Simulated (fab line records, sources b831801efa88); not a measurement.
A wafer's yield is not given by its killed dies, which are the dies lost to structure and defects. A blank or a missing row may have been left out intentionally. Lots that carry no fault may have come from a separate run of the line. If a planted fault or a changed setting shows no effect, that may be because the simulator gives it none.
Which tool is to blame? :: flow gf180mcu :: Sampling: 15 lots, 45 wafers, 3 of 602 route steps

WHAT THE GAUGES READ, wafer by wafer
GF_CONTACT_OVL_MEAS_15.
lot: L942
measured: day 16 11:01
on: overlay-02
CONTACT_OVL (nm): 2 1 2

lot: L943
measured: day 17 03:26
on: overlay-01
CONTACT_OVL (nm): 4 3 5

lot: L945
measured: day 17 01:18
on: overlay-02
CONTACT_OVL (nm): 2 4 -4

lot: L946
measured: day 17 20:29
on: overlay-02
CONTACT_OVL (nm): -7 -9 -7

lot: L949
measured: day 18 17:50
on: overlay-01
CONTACT_OVL (nm): -7 -3 -4

lot: L948
measured: day 18 16:44
on: overlay-02
CONTACT_OVL (nm): 0 1 -2

lot: L950
measured: day 18 14:21
on: overlay-01
CONTACT_OVL (nm): 3 4 -7

lot: L951
measured: day 19 09:58
on: overlay-01
CONTACT_OVL (nm): 7 2 7

lot: L952
measured: day 20 00:18
on: overlay-01
CONTACT_OVL (nm): -7 -6 -6

lot: L953
measured: day 20 00:33
on: overlay-02
CONTACT_OVL (nm): 3 -2 -1

lot: L954
measured: day 20 16:26
on: overlay-02
CONTACT_OVL (nm): 9 -1 0

lot: L955
measured: day 21 04:41
on: overlay-01
CONTACT_OVL (nm): -7 -8 -9

lot: L956
measured: day 21 14:14
on: overlay-01
CONTACT_OVL (nm): 2 3 0

lot: L957
measured: day 21 16:02
on: overlay-01
CONTACT_OVL (nm): -5 -3 -2

lot: L964
measured: day 23 20:45
on: overlay-01
CONTACT_OVL (nm): 2 -5 -4

TOOL THAT RAN EACH LOT (tool first, then ch and the chambers of the sampled wafers, then the start)
lot: L942
GF_VT_IMPLANT_IMPLANT_30: implanter-02 ch 0, day 7 05:28
GF_CONTACT_CMP_04: cmp-01 ch 0,1, day 15 13:07

lot: L943
GF_VT_IMPLANT_IMPLANT_30: implanter-04 ch 0, day 7 16:01
GF_CONTACT_CMP_04: cmp-02 ch 0,2, day 16 04:22

lot: L945
GF_VT_IMPLANT_IMPLANT_30: implanter-02 ch 0, day 7 19:40
GF_CONTACT_CMP_04: cmp-01 ch 0,2,3, day 16 02:52

lot: L946
GF_VT_IMPLANT_IMPLANT_30: implanter-02 ch 0, day 8 08:01
GF_CONTACT_CMP_04: cmp-02 ch 0,1,3, day 16 20:43

lot: L949
GF_VT_IMPLANT_IMPLANT_30: implanter-04 ch 0, day 8 17:04
GF_CONTACT_CMP_04: cmp-01 ch 0,1,3, day 17 16:28

lot: L948
GF_VT_IMPLANT_IMPLANT_30: implanter-04 ch 0, day 8 19:19
GF_CONTACT_CMP_04: cmp-01 ch 2,3, day 17 15:57

lot: L950
GF_VT_IMPLANT_IMPLANT_30: implanter-02 ch 0, day 8 20:42
GF_CONTACT_CMP_04: cmp-02 ch 2,3, day 17 14:35

lot: L951
GF_VT_IMPLANT_IMPLANT_30: implanter-02 ch 0, day 9 06:04
GF_CONTACT_CMP_04: cmp-02 ch 0,1,3, day 18 09:43

lot: L952
GF_VT_IMPLANT_IMPLANT_30: implanter-04 ch 0, day 9 12:41
GF_CONTACT_CMP_04: cmp-02 ch 1,2,3, day 18 23:47

lot: L953
GF_VT_IMPLANT_IMPLANT_30: implanter-04 ch 0, day 9 17:06
GF_CONTACT_CMP_04: cmp-01 ch 1,2,3, day 18 23:59

lot: L954
GF_VT_IMPLANT_IMPLANT_30: implanter-02 ch 0, day 10 03:16
GF_CONTACT_CMP_04: cmp-01 ch 0,2,3, day 19 15:53

lot: L955
GF_VT_IMPLANT_IMPLANT_30: implanter-04 ch 0, day 10 08:11
GF_CONTACT_CMP_04: cmp-01 ch 2,3, day 20 04:32

lot: L956
GF_VT_IMPLANT_IMPLANT_30: implanter-02 ch 0, day 10 17:42
GF_CONTACT_CMP_04: cmp-02 ch 0,1,3, day 20 13:58

lot: L957
GF_VT_IMPLANT_IMPLANT_30: implanter-02 ch 0, day 10 22:30
GF_CONTACT_CMP_04: cmp-02 ch 1,2,3, day 20 16:46

lot: L964
GF_VT_IMPLANT_IMPLANT_30: implanter-01 ch 0, day 12 19:09
GF_CONTACT_CMP_04: cmp-02 ch 0,2,3, day 22 21:55
- GF_VT_IMPLANT_IMPLANT_30
- GF_CONTACT_CMP_04: polishes SiO2.

WHAT THE TOOLS THEMSELVES READ (means of the sampled wafers that have a number; where no wafer has one, the mark that the record gives instead)
GF_VT_IMPLANT_IMPLANT_30.
lot: L942
tool: implanter-02
dose_ions_cm2: 2.5308e+12

lot: L943
tool: implanter-04
dose_ions_cm2: 2.5330e+12

lot: L945
tool: implanter-02
dose_ions_cm2: 2.5363e+12

lot: L946
tool: implanter-02
dose_ions_cm2: 2.5333e+12

lot: L949
tool: implanter-04
dose_ions_cm2: 2.5337e+12

lot: L948
tool: implanter-04
dose_ions_cm2: 2.5343e+12

lot: L950
tool: implanter-02
dose_ions_cm2: 2.5335e+12

lot: L951
tool: implanter-02
dose_ions_cm2: 2.5331e+12

lot: L952
tool: implanter-04
dose_ions_cm2: 2.5355e+12

lot: L953
tool: implanter-04
dose_ions_cm2: 2.5311e+12

lot: L954
tool: implanter-02
dose_ions_cm2: 2.4444e+12

lot: L955
tool: implanter-04
dose_ions_cm2: 2.5338e+12

lot: L956
tool: implanter-02
dose_ions_cm2: 2.4389e+12

lot: L957
tool: implanter-02
dose_ions_cm2: 2.4423e+12

lot: L964
tool: implanter-01
dose_ions_cm2: 2.5387e+12

GF_CONTACT_CMP_04.
lot: L942
tool: cmp-01
head_pressure_psi (psi): 3.996
motor_current_A (A): 12.1
time_to_endpoint_s (s): 109

lot: L943
tool: cmp-02
head_pressure_psi (psi): 3.990
motor_current_A (A): 16.0
time_to_endpoint_s (s): 115

lot: L945
tool: cmp-01
head_pressure_psi (psi): 3.991
motor_current_A (A): 12.3
time_to_endpoint_s (s): 107

lot: L946
tool: cmp-02
head_pressure_psi (psi): 4.003
motor_current_A (A): 12.8
time_to_endpoint_s (s): 117

lot: L949
tool: cmp-01
head_pressure_psi (psi): 3.996
motor_current_A (A): 12.2
time_to_endpoint_s (s): 113

lot: L948
tool: cmp-01
head_pressure_psi (psi): 4.000
motor_current_A (A): 13.0
time_to_endpoint_s (s): 110

lot: L950
tool: cmp-02
head_pressure_psi (psi): 3.997
motor_current_A (A): 15.8
time_to_endpoint_s (s): 116

lot: L951
tool: cmp-02
head_pressure_psi (psi): 3.992
motor_current_A (A): 12.9
time_to_endpoint_s (s): 114

lot: L952
tool: cmp-02
head_pressure_psi (psi): 4.001
motor_current_A (A): 13.4
time_to_endpoint_s (s): 119

lot: L953
tool: cmp-01
head_pressure_psi (psi): 4.001
motor_current_A (A): 12.6
time_to_endpoint_s (s): 110

lot: L954
tool: cmp-01
head_pressure_psi (psi): 3.994
motor_current_A (A): 12.4
time_to_endpoint_s (s): 101

lot: L955
tool: cmp-01
head_pressure_psi (psi): 4.000
motor_current_A (A): 12.6
time_to_endpoint_s (s): 107

lot: L956
tool: cmp-02
head_pressure_psi (psi): 4.004
motor_current_A (A): 12.9
time_to_endpoint_s (s): 118

lot: L957
tool: cmp-02
head_pressure_psi (psi): 4.006
motor_current_A (A): 13.4
time_to_endpoint_s (s): 115

lot: L964
tool: cmp-02
head_pressure_psi (psi): 3.998
motor_current_A (A): 15.2
time_to_endpoint_s (s): 111

THE ANSWER, worked out from the rows above alone
Rule: the lots themselves supply what counts as usual. Put in order of their means at a reading, lots are off if they are a third of the lots or fewer, leave a main group of 4 or more, and stand apart from it by a gap of 3 or more times the standard deviation of the main group's means; of several such gaps the widest counts. If all means in a main group match to the digits the tables above print for the reading, that group is not used. A lot without any number at a reading at which 4 lots or more have one is off too. Where the step has rows for the other lots, those lots are counted as sound. The gauges are gone through in route order, then the tools' own readings, and for those a lot's mean is taken as printed above. At the first step where some lot is off, the reading lying furthest off is the one used; lots without a number count as furthest.
Off, at GF_VT_IMPLANT_IMPLANT_30 on dose_ions_cm2: L954, L956, L957. The main group has a mean of 2.5339e+12 with a standard deviation of 2.1e+09.
A tool fits if, at that step or a process step before it, it ran every lot that is off, and no sound lot after the first of them. One fits: GF_VT_IMPLANT_IMPLANT_30 on implanter-02. A fault onset in the window from L951 (day 9 06:04, its last sound lot) to L954 (day 10 03:16, its first lot off) fits.
On the lots that are off, the tool's own readings at GF_VT_IMPLANT_IMPLANT_30 differ by more than 5 times the standard deviation of the sound lots' means, which bears it out; dose_ions_cm2 reads 2.4419e+12 there versus 2.5339e+12 on the sound lots.

WHAT THE SIMULATOR PUT IN
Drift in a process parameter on implanter-02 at GF_VT_IMPLANT_IMPLANT_30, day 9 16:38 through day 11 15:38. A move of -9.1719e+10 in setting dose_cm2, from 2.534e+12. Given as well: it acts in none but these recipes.
Lots struck among those shown: L954, L956, L957. Same finding as the rule above.
